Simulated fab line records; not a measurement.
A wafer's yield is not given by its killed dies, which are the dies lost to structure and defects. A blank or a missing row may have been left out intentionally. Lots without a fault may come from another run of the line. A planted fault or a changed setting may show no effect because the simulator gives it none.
Which tool did it? | flow sky130 | 39 wafers from 13 lots sampled at 2 of the route's 708 steps

## WHAT EACH GAUGE READ, for each wafer
SKY_METAL1_CD_MEAS_15: the cd target is 140 nm. Usual: cd nm at 140.2 nm, with a standard deviation of 1.5.
lot  | measured     | on        | cd nm (nm)        | flag
L930 | day 32 14:34 | cd sem-01 | 139.9 140.5 140.3 |
L931 | day 32 20:43 | cd sem-01 | 141.8 142.3 141.8 |
L932 | day 33 07:23 | cd sem-01 | 140.4 139.6 138.3 |
L936 | day 34 22:34 | cd sem-02 | 139.0 138.7 138.3 |
L937 | day 35 01:59 | cd sem-02 | 140.5 139.8 139.8 |
L938 | day 35 08:37 | cd sem-01 | 139.4 139.9 139.4 |
L939 | day 35 20:19 | cd sem-02 | 141.6 141.8 141.9 |
L941 | day 36 05:32 | cd sem-01 | 141.8 140.6 140.3 |
L949 | day 39 03:14 | cd sem-02 | 139.2 139.2 138.8 |
L950 | day 39 06:00 | cd sem-02 | 141.0 141.7 140.9 |
L951 | day 39 12:04 | cd sem-02 | 138.1 139.3 138.8 |
L953 | day 39 20:04 | cd sem-02 | 142.2 142.9 143.2 |
L952 | day 39 22:31 | cd sem-01 | 141.9 142.4 142.6 |

SKY_METAL1_OVL_MEAS_16. Usual: METAL1_OVL 1 nm, standard deviation 5.2.
lot  | measured     | on         | METAL1_OVL (nm) | flag
L930 | day 32 14:41 | overlay-02 | 1 4 7           |
L931 | day 32 20:49 | overlay-02 | -1 1 -5         |
L932 | day 33 07:30 | overlay-02 | 3 -1 2          |
L936 | day 34 22:40 | overlay-01 | 6 7 4           |
L937 | day 35 02:06 | overlay-02 | -9 -9 -6        |
L938 | day 35 08:44 | overlay-01 | 8 8 0           |
L939 | day 35 20:26 | overlay-02 | -6 -3 -8        |
L941 | day 36 05:39 | overlay-02 | 1 -6 0          |
L949 | day 39 03:21 | overlay-01 | 6 6 4           |
L950 | day 39 06:07 | overlay-02 | -1 -5 0         |
L951 | day 39 12:10 | overlay-02 | 9 7 2           |
L953 | day 39 20:11 | overlay-02 | -3 6 1          |
L952 | day 39 22:38 | overlay-01 | 8 6 -1          |

## WHICH TOOL RAN EACH LOT (tool, then ch and the chambers of the sampled wafers, then the start)
Record: no process step prior to these readings.

## AS READ BY THE TOOLS THEMSELVES (means over the sampled wafers that have a number; for cases with no such wafer, the mark the record gives instead)
The record holds no such reading with a usual standard deviation.

## THE ANSWER, worked out from the rows above alone
Rule: a lot is off if the mean of its wafers that have a number lies more than 3 standard deviations from the usual mean. Also off: a lot with no number at a reading for which 4 or more lots have one. The other lots that the step has rows for count as sound. First the gauges in route order, then the tools' own readings, where a lot's mean is used as printed above. At the first step where some lot is off, the reading lying furthest off is the one used; lots without a number count as furthest.
No lot is off at any reading shown: from this, nothing can be told.

## WHAT WAS PUT IN BY THE SIMULATOR
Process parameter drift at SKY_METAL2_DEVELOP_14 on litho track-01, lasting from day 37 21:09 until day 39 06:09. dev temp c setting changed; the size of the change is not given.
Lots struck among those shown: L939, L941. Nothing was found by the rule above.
